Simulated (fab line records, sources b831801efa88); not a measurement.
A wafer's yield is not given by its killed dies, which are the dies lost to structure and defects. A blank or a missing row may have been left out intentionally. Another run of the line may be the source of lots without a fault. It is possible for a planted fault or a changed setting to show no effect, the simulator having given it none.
Which tool did it? ; flow gf180mcu ; 33 wafers from 11 lots sampled at 4 of the route's 602 steps

== WHAT EACH GAUGE READ, for each wafer ==
GF_V2_RS_MEAS_24: uses a four-point probe to measure.
lot;measured;on;V2_W_RS (ohm/sq)
L536;day 20 09:46;film_metro-01;0.330 0.333 0.332
L538;day 21 01:40;film_metro-03;0.329 0.318 0.329
L540;day 22 01:32;film_metro-04;0.332 0.333 0.333
L543;day 23 01:50;film_metro-01;0.474 0.334 0.477
L544;day 23 09:09;film_metro-01;0.486 0.336 0.477
L546;day 24 01:28;film_metro-04;0.473 0.472 0.478
L554;day 26 16:48;film_metro-04;0.324 0.329 0.326
L555;day 26 18:29;film_metro-01;0.329 0.326 0.330
L556;day 27 00:13;film_metro-04;0.320 0.328 0.322
L557;day 27 12:37;film_metro-04;0.333 0.333 0.329
L558;day 27 14:01;film_metro-01;0.326 0.328 0.329

== WHAT TOOL EACH LOT RAN ON (gives the tool, then ch and the chambers of the sampled wafers, and finally the start) ==
lot;GF_V1_ETCH_17;GF_V1_CVD_23;GF_V2_CVD_23
L536;rie_diel-03 ch 0,2,3, day 18 05:55 or earlier;cvd_w-01 ch 0,1, day 18 05:55;cvd_w-01 ch 1, day 20 09:38
L538;rie_diel-04 ch 1,3, day 18 23:19 or earlier;cvd_w-02 ch 0,1, day 18 23:19;cvd_w-02 ch 0,1, day 21 01:33
L540;rie_diel-04 ch 0,1,3, day 19 23:11 or earlier;cvd_w-01 ch 0,1, day 19 23:11;cvd_w-01 ch 0,1, day 22 01:26
L543;rie_diel-04 ch 1,3, day 20 23:55 or earlier;cvd_w-02 ch 0,1, day 20 23:55;cvd_w-01 ch 0,1, day 23 01:44
L544;rie_diel-04 ch 0,1,3, day 21 07:05 or earlier;cvd_w-01 ch 0,1, day 21 07:05;cvd_w-01 ch 0,1, day 23 09:02
L546;rie_diel-03 ch 1,2,3, day 21 23:46 or earlier;cvd_w-02 ch 0,1, day 21 23:46;cvd_w-01 ch 0, day 24 01:22
L554;rie_diel-01 ch 0,1, day 24 19:48 or earlier;cvd_w-02 ch 0,1, day 24 19:48;cvd_w-01 ch 0,1, day 26 16:40
L555;rie_diel-04 ch 2,3, day 24 21:13 or earlier;cvd_w-02 ch 0,1, day 24 21:13;cvd_w-01 ch 0, day 26 18:22
L556;rie_diel-01 ch 2,3, day 25 03:38 or earlier;cvd_w-02 ch 0,1, day 25 03:38;cvd_w-02 ch 0,1, day 27 00:07
L557;rie_diel-04 ch 0,2,3, day 25 16:30 or earlier;cvd_w-02 ch 1, day 25 16:30;cvd_w-01 ch 0,1, day 27 12:30
L558;rie_diel-01 ch 2,3, day 25 17:10 or earlier;cvd_w-01 ch 0, day 25 17:10;cvd_w-01 ch 0,1, day 27 13:53
- GF_V1_ETCH_17: etches SiO2 in C4F8/O2/Ar, stops on TiN, target depth 630 nm.
- GF_V1_CVD_23: deposits W, target thk 350 nm, time 105.05 s.
- GF_V2_CVD_23: deposits W, target thk 350 nm, time 104.94 s.

== THE ANSWER, worked out from the rows above alone ==
Rule: what is usual is taken from the lots themselves. The widest of any qualifying gaps counts: lots, ordered by their means at a reading, are off when they make up no more than a third of the lots, leave a main group of 4 or more, and stand apart from it by 3 or more times the standard deviation of that group's means. If all means in a main group match to the digits the tables above print for the reading, that group is not used. Also off: a lot with no number at a reading for which 4 or more lots have one. Any other lot the step has rows for is counted as sound.
Off: at GF_V2_RS_MEAS_24 (V2_W_RS), L543, L544, L546. For the main group the mean is 0.328 ohm/sq and the standard deviation 0.0032.
A tool fits if, at a process step before that reading, it ran every lot that is off, and no sound lot after the first of them. The gauges at GF_V2_RS_MEAS_24 are tried like those tools. GF_V1_ETCH_17: start missing for some lots; hours and lot order therefore follow GF_V1_CVD_23. Of those tried, none fits.

== WHAT HAD BEEN PUT IN BY THE SIMULATOR ==
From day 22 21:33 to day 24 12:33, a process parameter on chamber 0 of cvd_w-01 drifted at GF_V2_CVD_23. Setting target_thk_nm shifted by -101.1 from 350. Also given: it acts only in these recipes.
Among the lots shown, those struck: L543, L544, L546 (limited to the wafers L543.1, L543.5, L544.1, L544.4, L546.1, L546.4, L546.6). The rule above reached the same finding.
